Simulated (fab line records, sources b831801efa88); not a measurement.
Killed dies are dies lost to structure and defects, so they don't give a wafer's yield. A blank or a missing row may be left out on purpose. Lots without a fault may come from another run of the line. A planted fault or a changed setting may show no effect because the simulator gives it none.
fab line records | flow sky130 | part 2 of 2: steps 30 to 40 of 40
record lots=5 wafers=15 last_day=50
route steps=708 shown GATE_OXIDE@202 POLY_GATE@204 RES_PROTECT@206 LDD_N@237
lots that met no fault: from a run of the same line without faults
start_h: hours from the record's first day to the start of the lot's first wafer shown | wait_h: hours since the lot's step before | " the same as in the row above | L1.1+2: a row that stands for several wafers | - no value, or no start given | * or withheld: withheld | < > ~ a bound
route shown NAME@n: a module of which the file shows steps, and the number in the route of the first | usual: mean/standard deviation of fault-free wafers | same: alike in all rows | chamber/n: place in a boat | sites: the reading at each site | _std_site: their standard deviation | _edge_site: outer sites' mean less inner sites' | radius_mm: how far each site lies from the wafer's centre | mask NAME#n: copy n | behind: the tool/chamber that last shaped the wafer | hold: why the lot was held/for how many hours/how that ended | device: the transistor (n, p or np) that didn't switch | end of line: the same wafers' tests at the end of the route | a step without rows: its recipe alone | killed: dies lost to structure and defects at the first sort, not the wafer's yield | map: a wafer's dies, x killed, . not, _ none there
set.NAME: the setting as run; set.NAME@STEP: as run at that earlier step | model.NAME: the simulator's own value behind a step, which no gauge read
lots at some steps of the route; a table a step, a row a wafer
services: from which hour (start_h, from the record's first day; less than 0 if before it) a tool's chamber was out of use, for how many hours, and why
## steps
# step SKY_POLY_GATE_ETCH_17
# recipe target_depth_nm=180 stop_on=SiO2 over_etch_frac=0.56667 chemistry=HBr/Cl2 target=poly-Si icp_w=400 bias_w=100 pressure_mtorr=10 HBr_flow_sccm=150 Cl2_flow_sccm=50 time_s=70.5
# usual drypump_motor_current_A=5.6/0.52 oes_product_au=0.983/0.0091 rf_fwd_power_W=397.0/1.4 throttle_valve_pct=33.685/0.0097
# columns lot.wafer tool chamber start_h wait_h drypump_motor_current_A oes_product_au rf_fwd_power_W rf_hours_counter_h throttle_valve_pct
L075.2 rie_si-01 1 392.19 0.0 6.0 0.983 395.9 52 33.679
L075.3 " 2 " " 5.6 0.955 397.1 2 33.685
L075.4 " 3 " " 5.6 0.969 398.4 40 33.667
L084.2 rie_si-01 3 463.49 0.0 5.6 0.987 396.9 41 33.691
L084.5 " 0 " " 6.5 0.989 399.0 - 33.689
L084.6 " 3 " " 5.6 0.996 396.7 - 33.664
L088.2 rie_si-02 0 499.06 0.0 5.1 0.998 396.8 5 33.672
L088.3 " 2 " " 5.0 0.974 395.7 3 33.668
L088.5 " 3 " " 5.2 0.991 396.6 - 33.684
L092.2 rie_si-01 0 527.36 0.0 6.5 0.980 398.7 2 33.688
L092.4 " 2 " " 5.6 0.968 396.4 - 33.688
L092.5 " 3 " " 5.6 0.978 397.9 - 33.696
L094.2 rie_si-01 1 559.24 0.0 6.0 1.000 397.6 0 33.698
L094.4 " 2 " " 5.6 0.971 398.3 - 33.691
L094.6 " 1 " " 6.0 0.984 398.3 - 33.686
# step SKY_POLY_GATE_STRIP_18
# recipe chemistry=O2/N2 power_w=1400 pressure_mtorr=1500 platen_temp_c=withheld o2_flow_sccm=3000 n2_flow_sccm=300 overash_fraction=0.5
# usual drypump_motor_current_A=5.8/0.46 oes_product_au=0.361/0.0045 strip_time_to_endpoint_s=3.18/0.035
# columns lot.wafer tool chamber start_h wait_h drypump_motor_current_A oes_product_au rf_hours_counter_h strip_time_to_endpoint_s
L075.2 plasma_asher-02 0 392.25 0.0 5.9 0.359 23 3.12
L075.3 " 0 " " 5.9 0.361 - 3.17
L075.4 " 1 " " 5.3 0.369 - 3.19
L084.2 plasma_asher-02 0 463.55 0.0 5.9 0.369 30 3.19
L084.5 " 1 " " 5.4 0.355 - 3.09
L084.6 " 0 " " 5.9 0.365 - 3.17
L088.2 plasma_asher-02 1 499.11 0.0 5.4 0.355 34 3.12
L088.3 " 1 " " 5.3 0.352 - 3.13
L088.5 " 1 " " 5.4 0.362 - 3.16
L092.2 plasma_asher-01 0 527.41 0.0 5.3 0.362 10 3.19
L092.4 " 0 " " 5.3 0.366 - 3.30
L092.5 " 0 " " 5.3 0.357 - 3.16
L094.2 plasma_asher-01 0 559.30 0.0 5.3 0.354 13 3.19
L094.4 " 0 " " 5.3 0.362 - 3.17
L094.6 " 1 " " 6.3 0.364 - 3.22
# step SKY_POLY_GATE_CLEAN_19
# recipe chemistry=SC1/SC2 mix=1:4:20 temp_c=70 time_s=150 dry=n2_spin
# columns lot.wafer tool chamber start_h wait_h
L075.2+3+4 wet_bench-02 3 392.35 0.1
L084.2+5+6 wet_bench-04 3 463.65 0.1
L088.2+3+5 wet_bench-02 3 499.21 0.1
L092.2+4+5 wet_bench-03 0 527.51 0.1
L094.2+4+6 wet_bench-04 2 559.40 0.1
# step SKY_POLY_GATE_OXIDATION_20
# recipe temp_c=850 ambient=O2 stabilise_s=600 purge_s=300 target_thk_a=40 ox_time_s=899
# usual spike_tc_centre_C=850.3/1.3 tube_center_temp_C_max=852.1/0.32 zone_power_centre_pct=16.95/0.17
# columns lot.wafer tool chamber start_h wait_h spike_tc_centre_C tube_center_temp_C_max zone_power_centre_pct
L075.2 furnace-01 0 393.27 0.9 850.8 852.2 17.35
L075.3 " 0 " " 850.0 852.4 16.89
L075.4 " 0 " " 851.1 851.9 17.19
L084.2 furnace-01 0 463.70 0.0 851.5 852.1 17.05
L084.5 " 0 " " 852.2 852.8 17.01
L084.6 " 0 " " 851.4 852.4 16.79
L088.2 furnace-02 0 499.26 0.0 850.0 852.0 16.90
L088.3 " 0 " " 848.4 852.3 16.90
L088.5 " 0 " " 849.0 851.7 17.25
L092.2 furnace-02 0 527.56 0.0 851.0 851.9 17.06
L092.4 " 0 " " 849.6 852.0 17.06
L092.5 " 0 " " 852.5 852.3 16.96
L094.2 furnace-01 0 559.62 0.2 852.0 852.6 16.76
L094.4 " 0 " " 850.6 851.9 16.67
L094.6 " 0 " " 851.8 852.4 17.27
# step SKY_POLY_GATE_THK_MEAS_21
# recipe reads=SiO2_of_POLY_GATE_OXIDATION_20
# usual POLY_GATE_OXIDATION_THK=3.99/0.083
# columns lot.wafer tool chamber start_h wait_h POLY_GATE_OXIDATION_THK[nm]
L075.2 film_metro-01 - 394.53 0.0 3.93
L075.3 " - " " 3.86
L075.4 " - " " 3.93
L084.2 film_metro-01 - 464.96 0.0 4.13
L084.5 " - " " 4.07
L084.6 " - " " 4.09
L088.2 film_metro-02 - 500.52 0.0 4.02
L088.3 " - " " 4.02
L088.5 " - " " 4.05
L092.2 film_metro-02 - 528.82 0.0 4.07
L092.4 " - " " 4.19
L092.5 " - " " 4.06
L094.2 film_metro-02 - 560.88 0.0 3.91
L094.4 " - " " 3.94
L094.6 " - " " 3.92
# step SKY_POLY_GATE_CD_MEAS_22
# usual cd_nm=149.2/2.2
# columns lot.wafer tool chamber start_h wait_h cd_nm
L075.2 cd_sem-01 - 394.61 0.1 151.1
L075.3 " - " " 152.1
L075.4 " - " " 153.4
L084.2 cd_sem-01 - 465.04 0.1 150.7
L084.5 " - " " 145.9
L084.6 " - " " 151.7
L088.2 cd_sem-02 - 500.60 0.1 149.2
L088.3 " - " " 149.1
L088.5 " - " " 150.6
L092.2 cd_sem-02 - 528.90 0.1 149.1
L092.4 " - " " 150.2
L092.5 " - " " 152.7
L094.2 cd_sem-02 - 560.95 0.1 153.7
L094.4 " - " " 149.6
L094.6 " - " " 152.3
# step SKY_LDD_N_DEHYDRATE_00
# recipe temp_c=200 time_s=60
# columns lot.wafer tool chamber start_h wait_h
L075.2+3+4 litho_track-03 0 409.05 14.4
L084.2+5+6 litho_track-02 0 479.58 14.5
L088.2+3+5 litho_track-04 0 515.70 15.1
L092.2+4+5 litho_track-04 0 543.55 14.6
L094.2+4+6 litho_track-02 0 575.78 14.8
# step SKY_LDD_N_HMDS_01
# recipe prime_time_s=60 prime_temp_c=120
# usual prime_temp_c=119.99/0.13
# columns lot.wafer tool chamber start_h wait_h prime_temp_c
L075.2 litho_track-03 0 409.20 0.1 119.99
L075.3 " 0 " " 119.89
L075.4 " 0 " " 119.68
L084.2 litho_track-02 0 479.73 0.1 120.01
L084.5 " 0 " " 119.96
L084.6 " 0 " " 119.78
L088.2 litho_track-04 0 515.85 0.1 119.81
L088.3 " 0 " " 119.94
L088.5 " 0 " " 120.01
L092.2 litho_track-04 0 543.70 0.1 120.02
L092.4 " 0 " " 119.86
L092.5 " 0 " " 120.26
L094.2 litho_track-02 0 575.93 0.1 120.01
L094.4 " 0 " " 119.94
L094.6 " 0 " " 119.86
# step SKY_LDD_N_COAT_02
# recipe resist=NOVOLAK spin_rpm=3000 resist_thk_nm=300
# columns lot.wafer tool chamber start_h wait_h
L075.2+3+4 litho_track-03 0 409.35 0.1
L084.2+5+6 litho_track-02 0 479.88 0.1
L088.2+3+5 litho_track-04 0 516.00 0.1
L092.2+4+5 litho_track-04 0 543.85 0.1
L094.2+4+6 litho_track-02 0 576.08 0.1
# step SKY_LDD_N_SOFTBAKE_03
# recipe temp_c=90 time_s=60 resist=NOVOLAK
# columns lot.wafer tool chamber start_h wait_h
L075.2+3+4 litho_track-03 0 409.50 0.1
L084.2+5+6 litho_track-02 0 480.03 0.1
L088.2+3+5 litho_track-04 0 516.15 0.1
L092.2+4+5 litho_track-04 0 544.00 0.1
L094.2+4+6 litho_track-02 0 576.23 0.1
# step SKY_LDD_N_EXPOSE_04
# recipe mask_id=NTM target_cd_nm=840 na=0.6 source_shape=conventional sigma_outer=0.6 dose_mj=110
# columns lot.wafer tool chamber start_h wait_h mask
L075.2+3+4 iline_stepper-01 0 - - NTM#0
L084.2+5+6 iline_stepper-01 0 - - NTM#0
L088.2+3+5 iline_stepper-02 0 - - NTM#0
L092.2+4+5 iline_stepper-01 0 - - NTM#0
L094.2+4+6 iline_stepper-01 0 - - NTM#0
## services
# columns tool chamber start_h hours kind
plasma_asher-02 - 326.86 28.1 pm
iline_stepper-01 - 334.24 3.1 repair
iline_stepper-01 - 334.69 4.7 repair
iline_stepper-02 - 340.29 8.9 pm
iline_stepper-02 - 349.18 1.7 pm
rie_diel-01 - 352.30 0.6 repair
rie_si-01 3 354.42 8.6 repair
furnace-02 - 359.67 3.2 pm
plasma_asher-02 - 373.87 12.6 repair
rie_diel-03 0 393.66 2.5 repair
furnace-01 - 397.42 3.4 pm
iline_stepper-01 - 402.43 1.7 pm
furnace-02 - 410.19 2.9 pm
lpcvd-01 - 457.88 6.0 pm
wet_bench-03 - 469.78 4.4 pm
furnace-01 - 471.91 3.5 pm
wet_bench-03 - 475.00 1.4 repair
furnace-02 - 482.87 3.1 pm
rie_diel-03 2 490.01 17.9 repair
wet_bench-03 - 495.72 3.7 repair
furnace-01 - 505.01 3.1 pm
iline_stepper-02 - 521.48 4.4 pm
iline_stepper-02 - 555.59 2.1 pm
iline_stepper-02 - 559.46 1.7 pm
